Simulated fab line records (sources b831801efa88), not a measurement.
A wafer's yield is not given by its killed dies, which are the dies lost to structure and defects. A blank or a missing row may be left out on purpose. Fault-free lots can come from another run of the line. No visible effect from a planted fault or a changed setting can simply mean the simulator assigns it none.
Which tool is to blame?	flow sky130	11 lots, 33 wafers sampled, at 4 steps of a route of 708

## WHAT EACH GAUGE READ, for each wafer
SKY_SONOS_TUNNEL_CD_MEAS_07 targets a cd of 410 nm. Usual: cdNm at 410.9 nm, with a standard deviation of 2.2.
lot	measured	on	cdNm (nm)	flag
L465	day 12 16:12	cdSem-02	412.0 411.4 412.0	
L467	day 13 09:18	cdSem-02	412.6 413.6 410.3	
L469	day 13 21:33	cdSem-02	413.3 413.8 414.4	
L471	day 14 12:47	cdSem-02	409.9 412.3 409.3	
L473	day 15 10:57	cdSem-01	414.0 410.7 409.9	
L474	day 15 14:35	cdSem-01	410.8 409.5 409.3	
L475	day 16 02:50	cdSem-02	412.1 414.6 412.0	
L476	day 16 12:56	cdSem-01	408.7 409.1 409.7	
L477	day 16 17:40	cdSem-02	409.6 411.2 408.6	
L478	day 17 06:17	cdSem-02	411.8 413.1 409.8	
L479	day 17 10:31	cdSem-01	413.6 412.4 410.6	

SKY_SONOS_ONO_THK_MEAS_01. Usual: for SONOS_ONO_OXIDATION_THK the level is 2.60 nm and the standard deviation is 0.058.
lot	measured	on	SONOS_ONO_OXIDATION_THK (nm)	flag
L465	day 12 18:11	filmMetro-04	2.68 2.63 2.67	
L467	day 13 12:16	filmMetro-04	2.58 2.61 2.60	
L469	day 14 00:28	filmMetro-03	2.64 2.63 2.68	
L471	day 14 14:46	filmMetro-03	2.62 2.71 2.64	
L473	day 15 14:02	filmMetro-04	2.58 2.54 2.63	
L474	day 15 18:25	filmMetro-04	2.58 2.58 2.56	
L475	day 16 04:50	filmMetro-03	2.55 2.50 2.50	
L476	day 16 17:11	filmMetro-04	1.80 1.91 1.91	OFF
L477	day 16 20:46	filmMetro-04	2.48 2.52 2.57	
L478	day 17 10:07	filmMetro-03	1.83 1.89 1.88	OFF
L479	day 17 13:28	filmMetro-02	2.67 2.60 2.63	

## WHICH TOOL RAN EACH LOT (tool, then ch and the chambers of the sampled wafers, then the start)
lot	SKY_VT_ADJUST_LVTN_STRIP_09	SKY_SONOS_ONO_OXIDATION_00
L465	plasmaAsher-02 ch 0,1, day 8 02:06	furnace-01 ch 0, day 12 16:49
L467	plasmaAsher-04 ch 0,1, day 8 14:58	furnace-01 ch 0, day 13 10:55
L469	plasmaAsher-04 ch 1, day 9 00:21	furnace-02 ch 0, day 13 23:07
L471	plasmaAsher-03 ch 0,1, day 9 13:23	furnace-01 ch 0, day 14 13:24
L473	plasmaAsher-03 ch 0,1, day 10 04:08	furnace-01 ch 0, day 15 12:40
L474	plasmaAsher-02 ch 0,1, day 10 08:57	furnace-01 ch 0, day 15 17:04
L475	plasmaAsher-03 ch 1, day 10 18:44	furnace-02 ch 0, day 16 03:29
L476	plasmaAsher-03 ch 0, day 11 02:45	furnace-01 ch 0, day 16 15:50
L477	plasmaAsher-03 ch 0,1, day 11 07:30	furnace-02 ch 0, day 16 19:25
L478	plasmaAsher-04 ch 0,1, day 11 15:45	furnace-01 ch 0, day 17 08:46
L479	plasmaAsher-04 ch 0,1, day 11 23:07	furnace-02 ch 0, day 17 12:07
- SKY_VT_ADJUST_LVTN_STRIP_09: strips in O2/N2.
- SKY_SONOS_ONO_OXIDATION_00: stabilise 600 s, purge 300 s, target thk 2.6 nm.

## AS READ BY THE TOOLS THEMSELVES (means over the sampled wafers that have a number; for cases with no such wafer, the mark the record gives instead)
SKY_VT_ADJUST_LVTN_STRIP_09. Usual: drypumpMotorCurrentA 5.34 A, standard deviation 0.21; oesProductAu 0.723 a.u., standard deviation 0.0046; stripTimeToEndpointS 36.91 s, standard deviation 0.11.
lot	tool	drypumpMotorCurrentA (A)	oesProductAu (a.u.)	stripTimeToEndpointS (s)	flag
L465	plasmaAsher-02	5.34	0.726	37.03	
L467	plasmaAsher-04	5.29	0.721	36.84	
L469	plasmaAsher-04	4.95	0.726	36.92	
L471	plasmaAsher-03	5.43	0.726	36.87	
L473	plasmaAsher-03	5.42	0.720	36.82	
L474	plasmaAsher-02	5.33	0.723	36.76	
L475	plasmaAsher-03	5.56	0.725	36.81	
L476	plasmaAsher-03	5.35	0.724	37.01	
L477	plasmaAsher-03	5.52	0.722	37.00	
L478	plasmaAsher-04	5.28	0.727	36.76	
L479	plasmaAsher-04	5.29	0.722	36.95	

SKY_SONOS_ONO_OXIDATION_00. Usual: rampDownCPerMin 3.0000, standard deviation 0.00057; spikeTcBottomC 819.7 C, standard deviation 1; spikeTcCentreC 800.0 C, standard deviation 1.1; spikeTcLowerC 799.5 C, standard deviation 0.96; spikeTcTopC 814 C, standard deviation 4.7; spikeTcUpperC 799.8 C, standard deviation 0.95; tubeCenterTempC 800 C, standard deviation 0.071; tube_center_temp_C_max 802.0, standard deviation 0.32; zonePowerTopPct 30.5 %, standard deviation 0.45.
lot	tool	rampDownCPerMin	spikeTcBottomC (C)	spikeTcCentreC (C)	spikeTcLowerC (C)	spikeTcTopC (C)	spikeTcUpperC (C)	tubeCenterTempC (C)	tube_center_temp_C_max	zonePowerTopPct (%)	flag
L465	furnace-01	3.0003	819.7	799.3	798.9	810	799.9	800	801.9	30.2	
L467	furnace-01	2.9994	820.6	798.4	799.5	809	800.1	800	802.1	30.5	
L469	furnace-02	2.9997	819.2	800.1	799.0	818	799.3	800	802.1	30.6	
L471	furnace-01	3.0001	820.3	799.5	799.2	809	799.6	800	801.9	30.8	
L473	furnace-01	2.9997	818.7	799.9	798.9	809	800.0	800	802.1	30.2	
L474	furnace-01	2.9996	820.3	800.2	799.2	809	800.1	800	802.1	29.8	
L475	furnace-02	3.0005	819.0	801.0	799.9	817	800.2	800	802.1	30.8	
L476	furnace-01	3.0000	796.6	776.0	775.3	785	775.4	776	778.1	29.0	OFF
L477	furnace-02	3.0001	819.3	799.9	798.9	818	799.5	800	801.9	30.7	
L478	furnace-01	2.9998	796.1	775.4	774.6	785	775.7	776	778.3	29.4	OFF
L479	furnace-02	3.0006	820.4	800.3	799.7	818	799.1	800	802.0	31.1	

## THE ANSWER, worked out from the rows above alone
Rule: lot off if the mean of its wafers having a number is beyond 3 standard deviations from the usual mean. Also off: a lot with no number at a reading for which 4 or more lots have one. All remaining lots with rows at the step are treated as sound. Order of review: gauges by route order, followed by the tools' own readings, for which a lot's mean as printed above is used. At the first step where some lot is off, the reading lying furthest off is the one used; lots without a number count as furthest.
Off: L476, L478, seen at SKY_SONOS_ONO_THK_MEAS_01 (SONOS_ONO_OXIDATION_THK).
A tool fits if, at a process step before that reading, it ran every lot that is off, and no sound lot after the first of them. The gauges at SKY_SONOS_ONO_THK_MEAS_01 aren't tried: what is off there is off at SKY_SONOS_ONO_OXIDATION_00 too, on other tools, and a gauge's error can't cause that. One candidate fits, namely furnace-01 at SKY_SONOS_ONO_OXIDATION_00. A fault onset in the window from L474 (day 15 17:04, its last sound lot) to L476 (day 16 15:50, its first lot off) fits.
The tool's own readings at SKY_SONOS_ONO_OXIDATION_00 bear it out: on the lots that are off they differ by more than 5 times the standard deviation of the sound lots' means. spikeTcBottomC reads 796.4 C there against 819.7 C on the sound lots; spikeTcCentreC reads 775.7 C there against 799.8 C on the sound lots; spikeTcLowerC reads 775.0 C there against 799.2 C on the sound lots; spikeTcTopC reads 785 C there against 813 C on the sound lots; spikeTcUpperC reads 775.5 C there against 799.8 C on the sound lots; tubeCenterTempC reads 776 C there against 800 C on the sound lots; tube_center_temp_C_max reads 778.2 there against 802.0 on the sound lots.

## WHAT THE SIMULATOR PUT IN
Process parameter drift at SKY_SONOS_ONO_OXIDATION_00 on furnace-01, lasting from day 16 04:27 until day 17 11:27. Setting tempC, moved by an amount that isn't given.
Shown lots that were struck: L476, L478. The rule given above showed the same thing.
